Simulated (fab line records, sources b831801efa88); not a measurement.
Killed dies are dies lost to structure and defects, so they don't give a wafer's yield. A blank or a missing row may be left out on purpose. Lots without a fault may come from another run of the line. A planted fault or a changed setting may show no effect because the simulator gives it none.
fab line records | flow gf180mcu
record lots=5 wafers=15 last_day=33
route steps=602 shown M4@457 V4@476
lots that met no fault: from a run of the same line without faults
start_h: hours from the record's first day to the start of the lot's first wafer shown | wait_h: hours since the lot's step before | " the same as in the row above | L1.1+2: a row that stands for several wafers | - no value, or no start given | * or withheld: withheld | < > ~ a bound
route shown NAME@n: a module of which the file shows steps, and the number in the route of the first | usual: mean/standard deviation of fault-free wafers | same: alike in all rows | chamber/n: place in a boat | sites: the reading at each site | _std_site: their standard deviation | _edge_site: outer sites' mean less inner sites' | radius_mm: how far each site lies from the wafer's centre | mask NAME#n: copy n | behind: the tool/chamber that last shaped the wafer | hold: why the lot was held/for how many hours/how that ended | device: the transistor (n, p or np) that didn't switch | end of line: the same wafers' tests at the end of the route | a step without rows: its recipe alone | killed: dies lost to structure and defects at the first sort, not the wafer's yield | map: a wafer's dies, x killed, . not, _ none there
set.NAME: the setting as run; set.NAME@STEP: as run at that earlier step | model.NAME: the simulator's own value behind a step, which no gauge read
lots at some steps of the route; a table a step, a row a wafer
services: from which hour (start_h, from the record's first day; less than 0 if before it) a tool's chamber was out of use, for how many hours, and why
## steps
# step GF_M4_SPUTTER_01
# recipe material=TiN target_thk_nm=30 power_w=6500 time_s=25 chamber_pressure_pa=0.4
# usual throttle_valve_pct=30.0/0.96
# columns lot.wafer tool chamber start_h wait_h throttle_valve_pct
L074.1 pvd_sputter-04 - 514.86 0.1 28.5
L074.3 " - " " 30.8
L074.4 " - " " 29.2
L075.3 pvd_sputter-04 - 519.85 0.1 30.9
L075.4 " - " " 28.7
L075.5 " - " " 31.2
L084.3 pvd_sputter-04 - 598.37 0.1 30.6
L084.5 " - " " 29.3
L084.6 " - " " 30.9
L090.1 pvd_sputter-02 - 642.81 0.1 30.2
L090.2 " - " " 29.2
L090.6 " - " " 28.5
L092.2 pvd_sputter-02 - 653.82 0.1 28.6
L092.3 " - " " 30.2
L092.4 " - " " 31.4
# step GF_M4_SPUTTER_02
# recipe material=AlCu target_thk_nm=450 power_w=10600 time_s=23.9 chamber_pressure_pa=0.4
# usual throttle_valve_pct=30.0/0.98
# columns lot.wafer tool chamber start_h wait_h throttle_valve_pct
L074.1 pvd_sputter-04 - 514.89 0.0 28.3
L074.3 " - " " 30.7
L074.4 " - " " 29.4
L075.3 pvd_sputter-04 - 519.88 0.0 31.0
L075.4 " - " " 28.6
L075.5 " - " " 30.7
L084.3 pvd_sputter-04 - 598.40 0.0 30.7
L084.5 " - " " 29.7
L084.6 " - " " 31.1
L090.1 pvd_sputter-02 - 642.84 0.0 30.2
L090.2 " - " " 29.4
L090.6 " - " " 28.3
L092.2 pvd_sputter-02 - 653.85 0.0 28.6
L092.3 " - " " 30.2
L092.4 " - " " 31.2
# step GF_M4_SPUTTER_03
# recipe material=Ti target_thk_nm=10 substrate_temp_c=300 chamber_pressure_pa=0.3 power_w=3000 time_s=6.7
# usual throttle_valve_pct=30.0/0.98
# columns lot.wafer tool chamber start_h wait_h throttle_valve_pct
L074.1 pvd_sputter-04 - 514.92 0.0 28.4
L074.3 " - " " 31.1
L074.4 " - " " 29.8
L075.3 pvd_sputter-04 - 519.91 0.0 30.9
L075.4 " - " " 28.3
L075.5 " - " " 30.6
L084.3 pvd_sputter-04 - 598.43 0.0 30.9
L084.5 " - " " 29.3
L084.6 " - " " 31.1
L090.1 pvd_sputter-02 - 642.87 0.0 30.0
L090.2 " - " " 29.3
L090.6 " - " " 28.4
L092.2 pvd_sputter-02 - 653.88 0.0 28.3
L092.3 " - " " 30.1
L092.4 " - " " 31.3
# step GF_M4_SPUTTER_04
# recipe material=TiN target_thk_nm=50 power_w=6500 time_s=41.7 chamber_pressure_pa=0.4
# usual throttle_valve_pct=30.0/0.96
# columns lot.wafer tool chamber start_h wait_h throttle_valve_pct
L074.1 pvd_sputter-04 - 514.94 0.0 28.5
L074.3 " - " " 30.7
L074.4 " - " " 29.5
L075.3 pvd_sputter-04 - 519.93 0.0 30.7
L075.4 " - " " 28.5
L075.5 " - " " 30.8
L084.3 pvd_sputter-04 - 598.45 0.0 30.8
L084.5 " - " " 29.8
L084.6 " - " " 31.1
L090.1 pvd_sputter-02 - 642.89 0.0 30.5
L090.2 " - " " 29.6
L090.6 " - " " 28.4
L092.2 pvd_sputter-02 - 653.90 0.0 28.5
L092.3 " - " " 30.6
L092.4 " - " " 31.3
# step GF_M4_RS_MEAS_05
# recipe thk_meas_gauge=four-point-probe reads=TiN_of_M4_SPUTTER_04+Ti_of_M4_SPUTTER_03+AlCu_of_M4_SPUTTER_02+TiN_of_M4_SPUTTER_01+Ti_of_M4_SPUTTER_00
# usual M4_ALCU_RS=0.0696/0.00084
# columns lot.wafer tool chamber start_h wait_h M4_ALCU_RS[ohm/sq]
L074.1 film_metro-02 - 514.98 0.0 0.0680
L074.3 " - " " 0.0680
L074.4 " - " " 0.0680
L075.3 film_metro-02 - 520.01 0.1 0.0680
L075.4 " - " " 0.0685
L075.5 " - " " 0.0674
L084.3 film_metro-01 - 598.53 0.1 0.0698
L084.5 " - " " 0.0694
L084.6 " - " " 0.0700
L090.1 film_metro-01 - 642.93 0.0 0.0697
L090.2 " - " " 0.0698
L090.6 " - " " 0.0695
L092.2 film_metro-03 - 653.96 0.0 0.0707
L092.3 " - " " 0.0701
L092.4 " - " " 0.0698
# step GF_M4_THK_MEAS_06
# recipe thk_meas_gauge=xrf reads=AlCu_of_M4_SPUTTER_02
# usual M4_ALCU_THK=449/5.6
# columns lot.wafer tool chamber start_h wait_h M4_ALCU_THK[nm]
L074.1 film_metro-02 - 515.10 0.1 460
L074.3 " - " " 459
L074.4 " - " " 458
L075.3 film_metro-02 - 520.11 0.1 458
L075.4 " - " " 452
L075.5 " - " " 463
L084.3 film_metro-01 - 598.63 0.1 450
L084.5 " - " " 453
L084.6 " - " " 449
L090.1 film_metro-01 - 643.05 0.1 455
L090.2 " - " " 451
L090.6 " - " " 458
L092.2 film_metro-03 - 654.07 0.1 445
L092.3 " - " " 449
L092.4 " - " " 450
# step GF_M4_DEHYDRATE_07
# recipe temp_c=200 time_s=60
# usual resist_line_temp_C=23.02/0.11
# columns lot.wafer tool chamber start_h wait_h resist_line_temp_C
L074.1 litho_track-04 0 525.95 10.8 22.99
L074.3 " 0 " " 22.92
L074.4 " 0 " " 22.95
L075.3 litho_track-04 0 531.05 10.9 23.04
L075.4 " 0 " " 22.99
L075.5 " 0 " " 23.05
L084.3 litho_track-02 0 608.20 9.6 22.88
L084.5 " 0 " " 23.05
L084.6 " 0 " " 22.98
L090.1 litho_track-04 0 652.55 9.5 23.01
L090.2 " 0 " " 22.96
L090.6 " 0 " " 22.86
L092.2 litho_track-03 0 663.33 9.2 23.09
L092.3 " 0 " " 22.92
L092.4 " 0 " " 23.02
# step GF_M4_HMDS_08
# recipe prime_time_s=60 prime_temp_c=120
# usual resist_line_temp_C=22.98/0.11
# columns lot.wafer tool chamber start_h wait_h resist_line_temp_C
L074.1 litho_track-04 0 526.10 0.1 22.92
L074.3 " 0 " " 22.95
L074.4 " 0 " " 22.99
L075.3 litho_track-04 0 531.20 0.1 22.93
L075.4 " 0 " " 22.96
L075.5 " 0 " " 22.90
L084.3 litho_track-02 0 608.35 0.1 22.92
L084.5 " 0 " " 22.82
L084.6 " 0 " " 23.03
L090.1 litho_track-04 0 652.70 0.1 23.03
L090.2 " 0 " " 23.09
L090.6 " 0 " " 22.91
L092.2 litho_track-03 0 663.48 0.1 23.21
L092.3 " 0 " " 23.13
L092.4 " 0 " " 23.12
# step GF_M4_COAT_09
# recipe resist=KrF spin_rpm=withheld resist_thk_nm=1000
# usual resist_line_temp_C=23.00/0.093
# columns lot.wafer tool chamber start_h wait_h resist_line_temp_C
L074.1 litho_track-04 0 526.25 0.1 23.09
L074.3 " 0 " " 23.15
L074.4 " 0 " " 23.00
L075.3 litho_track-04 0 531.35 0.1 23.09
L075.4 " 0 " " 23.11
L075.5 " 0 " " 23.04
L084.3 litho_track-02 0 608.50 0.1 22.95
L084.5 " 0 " " 23.13
L084.6 " 0 " " 22.91
L090.1 litho_track-04 0 652.85 0.1 22.96
L090.2 " 0 " " 22.91
L090.6 " 0 " " 22.96
L092.2 litho_track-03 0 663.63 0.1 23.02
L092.3 " 0 " " 23.02
L092.4 " 0 " " 23.14
# step GF_M4_SOFTBAKE_10
# recipe temp_c=130 time_s=60 resist=KrF
# usual resist_line_temp_C=22.99/0.11
# columns lot.wafer tool chamber start_h wait_h resist_line_temp_C
L074.1 litho_track-04 0 526.40 0.1 23.20
L074.3 " 0 " " 23.07
L074.4 " 0 " " 22.98
L075.3 litho_track-04 0 531.50 0.1 22.92
L075.4 " 0 " " 23.01
L075.5 " 0 " " 22.91
L084.3 litho_track-02 0 608.65 0.1 22.85
L084.5 " 0 " " 22.91
L084.6 " 0 " " 22.96
L090.1 litho_track-04 0 653.00 0.1 22.77
L090.2 " 0 " " 22.85
L090.6 " 0 " " 22.87
L092.2 litho_track-03 0 663.78 0.1 23.23
L092.3 " 0 " " 23.10
L092.4 " 0 " " 23.21
# step GF_M4_EXPOSE_11
# recipe mask_id=Metal4 target_cd_nm=280 na=0.68 source_shape=conventional sigma_outer=0.6 dose_mj=28
# same sigma_outer=0.6
# columns lot.wafer tool chamber start_h wait_h mask
L074.1+3+4 krf_scanner-02 0 - - Metal4#0
L075.3+4+5 krf_scanner-02 0 - - Metal4#0
L084.3+5+6 krf_scanner-01 0 - - Metal4#0
L090.1+2+6 krf_scanner-02 0 - - Metal4#0
L092.2+3+4 krf_scanner-02 0 - - Metal4#0
# step GF_M4_PEB_12
# recipe peb_temp_c=135 peb_time_s=90 resist=KrF
# usual resist_line_temp_C=23.01/0.1
# columns lot.wafer tool chamber start_h wait_h resist_line_temp_C
L074.1 litho_track-03 0 - - 23.22
L074.3 " 0 " " 22.97
L074.4 " 0 " " 23.15
L075.3 litho_track-04 0 - - 23.12
L075.4 " 0 " " 23.11
L075.5 " 0 " " 22.92
L084.3 litho_track-04 0 - - 22.86
L084.5 " 0 " " 22.78
L084.6 " 0 " " 22.78
L090.1 litho_track-03 0 - - 23.05
L090.2 " 0 " " 22.94
L090.6 " 0 " " 22.96
L092.2 litho_track-02 0 - - 22.96
L092.3 " 0 " " 23.11
L092.4 " 0 " " 23.00
# step GF_M4_DEVELOP_13
# recipe develop_time_s=60 dev_temp_c=21
# usual resist_line_temp_C=22.98/0.1
# columns lot.wafer tool chamber start_h wait_h resist_line_temp_C
L074.1 litho_track-03 0 537.45 0.2 22.94
L074.3 " 0 " " 22.87
L074.4 " 0 " " 22.68
L075.3 litho_track-04 0 543.20 0.1 22.92
L075.4 " 0 " " 22.84
L075.5 " 0 " " 22.93
L084.3 litho_track-04 0 618.40 0.1 22.97
L084.5 " 0 " " 22.94
L084.6 " 0 " " 23.13
L090.1 litho_track-03 0 662.85 0.2 23.16
L090.2 " 0 " " 23.20
L090.6 " 0 " " 23.12
L092.2 litho_track-02 0 672.93 0.2 22.82
L092.3 " 0 " " 22.86
L092.4 " 0 " " 22.89
# step GF_M4_CD_MEAS_14
# recipe target_cd_nm=280
# usual cd_nm=280.0/1
# columns lot.wafer tool chamber start_h wait_h cd_nm
L074.1 cd_sem-02 - 537.60 0.1 279.5
L074.3 " - " " 279.9
L074.4 " - " " 279.5
L075.3 cd_sem-01 - 543.34 0.1 280.8
L075.4 " - " " 280.7
L075.5 " - " " 281.2
L084.3 cd_sem-02 - 618.54 0.1 279.6
L084.5 " - " " 280.2
L084.6 " - " " 279.8
L090.1 cd_sem-01 - 663.00 0.1 281.4
L090.2 " - " " 280.1
L090.6 " - " " 280.6
L092.2 cd_sem-02 - 673.07 0.1 280.1
L092.3 " - " " 280.2
L092.4 " - " " 280.0
# step GF_M4_OVL_MEAS_15
# usual M4_OVL=4/4.7
# columns lot.wafer tool chamber start_h wait_h M4_OVL[nm]
L074.1 overlay-01 - 537.72 0.1 1
L074.3 " - " " 4
L074.4 " - " " 4
L075.3 overlay-01 - 543.43 0.1 12
L075.4 " - " " -3
L075.5 " - " " 7
L084.3 overlay-01 - 618.63 0.1 8
L084.5 " - " " 0
L084.6 " - " " 1
L090.1 overlay-01 - 663.12 0.1 9
L090.2 " - " " 10
L090.6 " - " " 7
L092.2 overlay-01 - 673.18 0.1 13
L092.3 " - " " 3
L092.4 " - " " 8
# step GF_M4_METAL_ETCH_16
# recipe chemistry=Cl2/BCl3 mask_material=KrF target_depth_nm=750.8 stop_on=SiO2 pressure_mtorr=8 icp_w=800 bias_w=140 Cl2_flow_sccm=80 bcl3_flow_sccm=40 time_s=125.1
# usual bcl3_flow_sccm=40.00/0.11 bias_w=139.9/0.43 drypump_motor_current_A=5.8/0.36 oes_product_au=0.993/0.0052 throttle_valve_pct=28.228/0.0089
# columns lot.wafer tool chamber start_h wait_h bcl3_flow_sccm bias_w drypump_motor_current_A oes_product_au rf_hours_counter_h throttle_valve_pct
L074.1 rie_metal-01 0 537.76 0.0 40.03 140.1 5.9 0.993 1 28.237
L074.3 " 0 " " 39.86 140.1 5.9 0.999 - 28.215
L074.4 " 0 " " 39.93 140.0 5.9 0.997 - 28.242
L075.3 rie_metal-04 0 543.50 0.1 39.96 139.8 5.7 0.995 - 28.221
L075.4 " 1 " " 39.97 139.4 5.6 0.991 - 28.232
L075.5 " 0 " " 39.89 139.8 5.7 0.992 - 28.236
L084.3 rie_metal-03 1 618.74 0.1 39.89 139.8 5.4 1.000 - 28.238
L084.5 " 1 " " 40.00 140.6 5.4 0.992 - 28.213
L084.6 " 1 " " 39.98 140.5 5.4 0.992 - 28.234
L090.1 rie_metal-04 1 663.16 0.0 40.01 140.1 5.6 1.005 14 28.223
L090.2 " 0 " " 39.88 139.6 5.7 0.984 10 28.223
L090.6 " 0 " " 39.78 140.4 5.7 0.991 - 28.225
L092.2 rie_metal-04 1 673.21 0.0 40.06 139.4 5.6 0.988 14 28.227
L092.3 " 0 " " 40.00 139.5 5.7 0.993 - 28.221
L092.4 " 1 " " 40.04 140.2 5.6 0.995 - 28.229
# step GF_M4_STRIP_17
# recipe chemistry=O2/N2 power_w=1400 pressure_mtorr=1500 platen_temp_c=250 o2_flow_sccm=3000 n2_flow_sccm=300 overash_fraction=0.5
# usual drypump_motor_current_A=5.9/0.31 heater_power_w=331/20 oes_product_au=0.535/0.005 strip_time_to_endpoint_s=7.36/0.038
# columns lot.wafer tool chamber start_h wait_h drypump_motor_current_A heater_power_w oes_product_au rf_hours_counter_h strip_time_to_endpoint_s
L074.1 plasma_asher-03 0 538.02 0.2 5.8 338 0.531 76 7.35
L074.3 " 0 " " 5.8 331 0.528 - 7.37
L074.4 " 1 " " 6.4 314 0.531 - 7.37
L075.3 plasma_asher-01 0 543.62 0.1 5.4 369 0.535 - 7.34
L075.4 " 1 " " 6.0 305 0.532 - 7.35
L075.5 " 1 " " 6.0 299 0.537 - 7.38
L084.3 plasma_asher-02 1 618.95 0.2 6.0 321 0.528 - 7.35
L084.5 " 0 " " 5.6 332 0.540 - 7.35
L084.6 " 1 " " 6.1 319 0.539 - 7.37
L090.1 plasma_asher-03 1 663.29 0.1 6.4 326 0.532 89 7.34
L090.2 " 0 " " 5.8 342 0.543 89 7.40
L090.6 " 0 " " 5.8 325 0.536 - 7.35
L092.2 plasma_asher-03 0 673.34 0.1 5.8 336 0.533 90 7.32
L092.3 " 1 " " 6.4 325 0.523 - 7.27
L092.4 " 0 " " 5.8 332 0.524 - 7.28
# step GF_M4_STRIP_18
# recipe chemistry=post_etch_residue_remover time_s=1200 temp_c=72.5
# columns lot.wafer tool chamber start_h wait_h
L074.1+3+4 wet_bench-03 2 538.12 0.1
L075.3+4+5 wet_bench-03 3 543.69 0.0
L084.3+5+6 wet_bench-03 0 619.02 0.0
L090.1+2+6 wet_bench-03 1 663.39 0.1
L092.2+3+4 wet_bench-01 1 673.44 0.1
# step GF_M4_CLEAN_19
# recipe chemistry=DIW dry=n2_spin
# columns lot.wafer tool chamber start_h wait_h
L074.1+3+4 wet_bench-03 1 538.46 0.0
L075.3+4+5 wet_bench-04 0 544.03 0.0
L084.3+5+6 wet_bench-01 2 619.36 0.0
L090.1+2+6 wet_bench-03 1 663.76 0.0
L092.2+3+4 wet_bench-04 3 673.78 0.0
# step GF_V4_CVD_00
# recipe material=SiO2 target_thk_nm=600 sigma_open_frac=0.3 temp_c=400 time_s=100 sih4_flow_sccm=60 pressure_mtorr=6
# columns lot.wafer tool chamber start_h wait_h
L074.1+3+4 hdpcvd-01 2,1,2 538.55 0.0
L075.3+4+5 hdpcvd-02 2,1,2 544.13 0.0
L084.3+5+6 hdpcvd-01 2,1,0 619.45 0.0
L090.1+2+6 hdpcvd-02 1,2,1 663.86 0.0
L092.2+3+4 hdpcvd-01 0,1,2 673.88 0.0
# step GF_V4_THK_MEAS_01
# recipe reads=SiO2_of_V4_CVD_00
# usual V4_CVD_00_THK=598/5
# columns lot.wafer tool chamber start_h wait_h V4_CVD_00_THK[nm]
L074.1 film_metro-04 - 538.62 0.0 593
L074.3 " - " " 597
L074.4 " - " " 598
L075.3 film_metro-04 - 544.22 0.1 598
L075.4 " - " " 592
L075.5 " - " " 598
L084.3 film_metro-02 - 619.54 0.1 592
L084.5 " - " " 599
L084.6 " - " " 598
L090.1 film_metro-04 - 663.93 0.0 591
L090.2 " - " " 601
L090.6 " - " " 593
L092.2 film_metro-03 - 673.96 0.0 604
L092.3 " - " " 600
L092.4 " - " " 598
# step GF_V4_CVD_02
# recipe material=SiO2 target_thk_nm=850 precursor=TEOS temp_c=400 time_s=94.851 rf_w=600
# usual heater_power_w=679/91
# columns lot.wafer tool chamber start_h wait_h heater_power_w since_wet_clean_h
L074.1 pecvd-03 0 538.68 0.1 591 364
L074.3 " 1 " " 726 364
L074.4 " 2 " " 714 -
L075.3 pecvd-04 1 544.30 0.1 559 -
L075.4 " 0 " " 668 -
L075.5 " 0 " " 557 -
L084.3 pecvd-02 1 619.58 0.0 621 237
L084.5 " 0 " " 666 -
L084.6 " 1 " " 658 -
L090.1 pecvd-02 0 663.99 0.1 626 281
L090.2 " 1 " " 749 281
L090.6 " 0 " " 663 -
L092.2 pecvd-04 0 674.01 0.0 674 708
L092.3 " 1 " " 586 708
L092.4 " 0 " " 543 -
# step GF_V4_THK_MEAS_03
# recipe reads=SiO2_of_V4_CVD_02
# usual V4_CVD_02_THK=855/9.4
# columns lot.wafer tool chamber start_h wait_h V4_CVD_02_THK[nm]
L074.1 film_metro-02 - 538.75 0.0 861
L074.3 " - " " 858
L074.4 " - " " 867
L075.3 film_metro-03 - 544.39 0.1 848
L075.4 " - " " 854
L075.5 " - " " 859
L084.3 film_metro-03 - 619.67 0.1 856
L084.5 " - " " 870
L084.6 " - " " 861
L090.1 film_metro-02 - 664.06 0.0 857
L090.2 " - " " 848
L090.6 " - " " 859
L092.2 film_metro-04 - 674.09 0.0 852
L092.3 " - " " 850
L092.4 " - " " 860
# step GF_V4_CMP_04
# recipe material=SiO2 down_force_psi=4 platen_rpm=60 pad_velocity_m_s=0.94248
# usual head_pressure_psi=4.000/0.0083 motor_current_A=12.0/1.2 time_to_endpoint_s=83/4.7
# columns lot.wafer tool chamber start_h wait_h head_pressure_psi motor_current_A time_to_endpoint_s
L074.4 cmp-02 2 538.86 0.1 4.000 11.0 88
L074.3 " 3 " " 4.009 12.1 86
L074.1 " 0 " " 4.005 12.7 89
L075.4 cmp-02 2 544.43 0.0 4.007 10.5 83
L075.3 " 3 " " 3.992 12.8 82
L075.5 " 2 " " 4.007 9.9 81
L084.3 cmp-01 3 619.76 0.1 3.994 11.3 81
L084.6 " 2 " " 4.007 14.0 82
L084.5 " 3 " " 4.002 11.2 87
L090.2 cmp-01 0 664.12 0.0 4.028 12.9 78
L090.1 " 1 " " 4.004 12.3 83
L090.6 " 1 " " 3.992 12.0 86
L092.3 cmp-01 0 674.14 0.0 4.008 13.4 78
L092.2 " 1 " " 4.003 11.7 78
L092.4 " 2 " " 3.999 14.8 82
# step GF_V4_BOW_MEAS_05
# recipe mode=bow
# usual V4_BOW=133/8.9
# columns lot.wafer tool chamber start_h wait_h V4_BOW[um]
L074.1 film_metro-04 - 539.11 0.1 131
L074.3 " - " " 127
L074.4 " - " " 121
L075.3 film_metro-02 - 544.77 0.2 137
L075.4 " - " " 134
L075.5 " - " " 128
L084.3 film_metro-03 - 620.05 0.2 140
L084.5 " - " " 139
L084.6 " - " " 133
L090.1 film_metro-04 - 664.42 0.2 128
L090.2 " - " " 139
L090.6 " - " " 130
L092.2 film_metro-04 - 674.46 0.2 151
L092.3 " - " " 137
L092.4 " - " " 130
# step GF_V4_DEHYDRATE_06
# recipe temp_c=200 time_s=60
# usual resist_line_temp_C=23.01/0.11
# columns lot.wafer tool chamber start_h wait_h resist_line_temp_C
L074.1 litho_track-01 0 549.51 10.4 23.04
L074.3 " 0 " " 23.01
L074.4 " 0 " " 22.85
L075.3 litho_track-02 0 555.20 10.4 22.91
L075.4 " 0 " " 22.81
L075.5 " 0 " " 22.88
L084.3 litho_track-02 0 630.00 9.9 22.86
L084.5 " 0 " " 22.92
L084.6 " 0 " " 23.04
L090.1 litho_track-02 0 673.35 8.9 22.98
L090.2 " 0 " " 23.09
L090.6 " 0 " " 23.05
L092.2 litho_track-02 0 683.63 9.1 22.85
L092.3 " 0 " " 22.83
L092.4 " 0 " " 22.74
# step GF_V4_HMDS_07
# recipe prime_time_s=60 prime_temp_c=120
# usual resist_line_temp_C=23.02/0.1
# columns lot.wafer tool chamber start_h wait_h resist_line_temp_C
L074.1 litho_track-01 0 549.66 0.1 23.00
L074.3 " 0 " " 23.05
L074.4 " 0 " " 23.09
L075.3 litho_track-02 0 555.35 0.1 22.95
L075.4 " 0 " " 22.94
L075.5 " 0 " " 23.12
L084.3 litho_track-02 0 630.15 0.1 23.08
L084.5 " 0 " " 22.97
L084.6 " 0 " " 22.98
L090.1 litho_track-02 0 673.50 0.1 23.11
L090.2 " 0 " " 22.93
L090.6 " 0 " " 23.09
L092.2 litho_track-02 0 683.78 0.1 23.05
L092.3 " 0 " " 22.97
L092.4 " 0 " " 23.02
# step GF_V4_COAT_08
# recipe resist=BARC temp_c=withheld time_s=withheld spin_rpm=withheld resist_thk_nm=withheld
# usual resist_line_temp_C=*
# columns lot.wafer tool chamber start_h wait_h resist_line_temp_C
L074.1 litho_track-01 0 549.81 0.1 *
L074.3 " 0 " " *
L074.4 " 0 " " *
L075.3 litho_track-02 0 555.50 0.1 *
L075.4 " 0 " " *
L075.5 " 0 " " *
L084.3 litho_track-02 0 630.30 0.1 *
L084.5 " 0 " " *
L084.6 " 0 " " *
L090.1 litho_track-02 0 673.65 0.1 *
L090.2 " 0 " " *
L090.6 " 0 " " *
L092.2 litho_track-02 0 683.93 0.1 *
L092.3 " 0 " " *
L092.4 " 0 " " *
# step GF_V4_COAT_09
# recipe resist=KrF spin_rpm=withheld resist_thk_nm=1000
# usual resist_line_temp_C=23.00/0.12
# columns lot.wafer tool chamber start_h wait_h resist_line_temp_C
L074.1 litho_track-01 0 - - 23.19
L074.3 " 0 " " 23.13
L074.4 " 0 " " 23.01
L075.3 litho_track-02 0 - - 22.91
L075.4 " 0 " " 22.95
L075.5 " 0 " " 22.81
L084.3 litho_track-02 0 - - 22.88
L084.5 " 0 " " 23.06
L084.6 " 0 " " 22.87
L090.1 litho_track-02 0 - - 23.19
L090.2 " 0 " " 23.10
L090.6 " 0 " " 23.13
L092.2 litho_track-02 0 - - 23.18
L092.3 " 0 " " 23.15
L092.4 " 0 " " 23.01
# step GF_V4_SOFTBAKE_10
# recipe temp_c=130 time_s=60 resist=KrF
# usual resist_line_temp_C=23.00/0.11
# columns lot.wafer tool chamber start_h wait_h resist_line_temp_C
L074.1 litho_track-01 0 - - 22.99
L074.3 " 0 " " 22.89
L074.4 " 0 " " 23.19
L075.3 litho_track-02 0 - - 22.90
L075.4 " 0 " " 22.79
L075.5 " 0 " " 22.87
L084.3 litho_track-02 0 - - 22.94
L084.5 " 0 " " 23.08
L084.6 " 0 " " 22.82
L090.1 litho_track-02 0 - - 23.13
L090.2 " 0 " " 23.02
L090.6 " 0 " " 23.00
L092.2 litho_track-02 0 - - 22.95
L092.3 " 0 " " 22.93
L092.4 " 0 " " 22.86
# step GF_V4_EXPOSE_11
# recipe mask_id=Via4 target_cd_nm=260 na=0.68 source_shape=conventional sigma_outer=0.6 dose_mj=37.41
# same sigma_outer=0.6
# columns lot.wafer tool chamber start_h wait_h mask
L074.1+3+4 krf_scanner-01 0 - - Via4#0
L075.3+4+5 krf_scanner-01 0 - - Via4#0
L084.3+5+6 krf_scanner-01 0 - - Via4#0
L090.1+2+6 krf_scanner-02 0 - - Via4#0
L092.2+3+4 krf_scanner-02 0 - - Via4#0
# step GF_V4_PEB_12
# recipe peb_temp_c=135 peb_time_s=90 resist=KrF
# usual resist_line_temp_C=23.01/0.12
# columns lot.wafer tool chamber start_h wait_h resist_line_temp_C
L074.1 litho_track-01 0 - - 23.09
L074.3 " 0 " " 23.31
L074.4 " 0 " " 23.00
L075.3 litho_track-02 0 - - 22.78
L075.4 " 0 " " 22.89
L075.5 " 0 " " 22.84
L084.3 litho_track-04 0 - - 23.04
L084.5 " 0 " " 22.99
L084.6 " 0 " " 23.08
L090.1 litho_track-02 0 - - 23.16
L090.2 " 0 " " 23.09
L090.6 " 0 " " 23.05
L092.2 litho_track-01 0 - - 22.96
L092.3 " 0 " " 23.10
L092.4 " 0 " " 23.03
# step GF_V4_DEVELOP_13
# recipe develop_time_s=60 resist=KrF dev_temp_c=21
# usual resist_line_temp_C=23.00/0.09
# columns lot.wafer tool chamber start_h wait_h resist_line_temp_C
L074.1 litho_track-01 0 561.61 0.2 22.87
L074.3 " 0 " " 22.89
L074.4 " 0 " " 23.14
L075.3 litho_track-02 0 566.80 0.1 23.22
L075.4 " 0 " " 22.94
L075.5 " 0 " " 23.08
L084.3 litho_track-04 0 640.15 0.1 22.88
L084.5 " 0 " " 22.91
L084.6 " 0 " " 22.89
L090.1 litho_track-02 0 683.45 0.2 22.85
L090.2 " 0 " " 23.03
L090.6 " 0 " " 23.04
L092.2 litho_track-01 0 693.88 0.2 22.98
L092.3 " 0 " " 23.00
L092.4 " 0 " " 23.09
# step GF_V4_CD_MEAS_14
# recipe target_cd_nm=260
# usual cd_nm=260.0/1.3
# columns lot.wafer tool chamber start_h wait_h cd_nm
L074.1 cd_sem-02 - 561.76 0.1 260.6
L074.3 " - " " 260.8
L074.4 " - " " 260.0
L075.3 cd_sem-02 - 566.94 0.1 260.8
L075.4 " - " " 259.8
L075.5 " - " " 259.9
L084.3 cd_sem-01 - 640.29 0.1 258.6
L084.5 " - " " 258.9
L084.6 " - " " 258.2
L090.1 cd_sem-01 - 683.60 0.1 259.6
L090.2 " - " " 260.5
L090.6 " - " " 260.7
L092.2 cd_sem-02 - 694.03 0.1 262.3
L092.3 " - " " 262.1
L092.4 " - " " 262.5
# step GF_V4_OVL_MEAS_15
# usual V4_OVL=0/3.7
# columns lot.wafer tool chamber start_h wait_h V4_OVL[nm]
L074.1 overlay-01 - 561.88 0.1 -3
L074.3 " - " " -5
L074.4 " - " " 3
L075.3 overlay-01 - 567.03 0.1 8
L075.4 " - " " 1
L075.5 " - " " 8
L084.3 overlay-02 - 640.38 0.1 6
L084.5 " - " " 0
L084.6 " - " " 0
L090.1 overlay-01 - 683.72 0.1 1
L090.2 " - " " 0
L090.6 " - " " -4
L092.2 overlay-01 - 694.13 0.1 0
L092.3 " - " " 3
L092.4 " - " " -3
# step GF_V4_ETCH_16
# recipe chemistry=N2/H2 target_depth_a=withheld overetch_a=withheld time_s=withheld target=BARC ion_energy_ev=200 source_w=500 bias_w=100 pressure_mtorr=30 n2_flow_sccm=100 h2_flow_sccm=200
# usual bias_w=100.0/0.36 drypump_motor_current_A=5.7/0.52 oes_product_au=0.855/0.0046 throttle_valve_pct=13.225/0.0098
# columns lot.wafer tool chamber start_h wait_h bias_w drypump_motor_current_A oes_product_au throttle_valve_pct
L074.1 rie_diel-01 3 561.91 0.0 99.9 5.9 0.862 13.233
L074.3 " 1 " " 100.4 5.3 0.854 13.212
L074.4 " 2 " " 99.5 5.4 0.856 13.245
L075.3 rie_diel-03 1 567.06 0.0 99.8 4.8 0.859 13.223
L075.4 " 3 " " 99.4 6.4 0.858 13.230
L075.5 " 2 " " 99.7 6.3 0.860 13.227
L084.3 rie_diel-01 0 640.41 0.0 99.8 6.3 0.854 13.234
L084.5 " 1 " " 100.3 5.3 0.845 13.215
L084.6 " 0 " " 100.0 6.4 0.859 13.229
L090.1 rie_diel-01 1 683.76 0.0 100.1 5.3 0.860 13.214
L090.2 " 0 " " 99.7 6.4 0.858 13.219
L090.6 " 1 " " 99.9 5.3 0.846 13.237
L092.2 rie_diel-03 2 694.16 0.0 100.6 6.2 0.856 13.218
L092.3 " 1 " " 100.6 4.8 0.850 13.232
L092.4 " 3 " " 100.1 6.4 0.859 13.235
## services
# columns tool chamber start_h hours kind
hdpcvd-01 0 494.86 1.9 repair
pvd_sputter-04 - 499.24 3.4 repair
krf_scanner-02 - 501.11 0.8 pm
krf_scanner-01 - 502.12 1.3 pm
krf_scanner-01 - 516.93 0.8 pm
krf_scanner-01 - 520.36 1.0 pm
krf_scanner-01 - 529.02 4.6 repair
krf_scanner-01 - 541.74 8.2 repair
krf_scanner-01 - 576.48 12.8 repair
krf_scanner-02 - 589.26 1.3 pm
wet_bench-03 - 594.53 1.8 repair
wet_bench-03 - 624.13 1.9 pm
krf_scanner-02 - 625.52 1.0 pm
pvd_sputter-04 - 641.95 9.4 repair
krf_scanner-01 - 647.18 1.5 repair
krf_scanner-02 - 658.21 3.6 pm
pvd_sputter-02 - 662.25 0.7 repair
krf_scanner-01 - 663.87 1.4 repair
krf_scanner-02 - 669.91 0.8 pm
pvd_sputter-04 - 676.15 3.5 repair
krf_scanner-01 - 678.02 1.3 pm
krf_scanner-01 - 685.73 0.8 pm
krf_scanner-01 - 689.36 1.0 pm
wet_bench-03 - 692.21 1.0 repair
## key
fault none
